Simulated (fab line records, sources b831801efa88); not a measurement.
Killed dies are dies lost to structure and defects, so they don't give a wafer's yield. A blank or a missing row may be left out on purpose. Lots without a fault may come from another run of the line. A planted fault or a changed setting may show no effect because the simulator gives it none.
Chamber matching | flow sky130 | SKY_VIA1_HDPCVD_00 on hdpcvd-02: 3 sister chambers
The step deposits SiO2, target thk 1030 nm, time 171.7 s. 3 wafers are shown with their chamber, then 7 later ones without.

WAFERS WITH THEIR CHAMBER
wafer  | chamber | sih4_flow_sccm (sccm)
L434.1 | 0       | 59.64
L438.1 | 2       | 60.13
L438.2 | 1       | 60.11

WAFERS WITHOUT THEIR CHAMBER
wafer  | sih4_flow_sccm (sccm)
L438.5 | 60.38
L444.1 | 60.28
L444.4 | 60.00
L445.2 | 60.04
L445.6 | 60.08
L448.1 | 59.84
L448.6 | 60.00

WHICH CHAMBER EACH WENT THROUGH
wafer  | from the rows above          | in truth
L438.5 | can't be placed: 2 or 1      | 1
L444.1 | can't be placed: 2 or 1      | 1
L444.4 | can't be placed: 1 or 2 or 0 | 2
L445.2 | can't be placed: 1 or 2      | 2
L445.6 | can't be placed: 1 or 2      | 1
L448.1 | can't be placed: 0 or 1 or 2 | 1
L448.6 | can't be placed: 1 or 2 or 0 | 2
Placed correctly: 0 of 7. Can't be placed from these rows: 7 (the true chamber is among the candidates in 7). Placed wrongly: 0.
How it was worked out, from the rows above alone: a wafer's distance from a chamber is the root of the sum, over the readings, of the square of ((its reading less the chamber's mean) divided by the reading's scatter). The wafer belongs to the nearest chamber; if the next one is less than 2 further off, it can't be placed. A chamber's mean is the mean of its shown wafers. The scatter: with one shown wafer a chamber, the root of the mean of the squares of how far each hidden wafer lies from its nearest shown one.
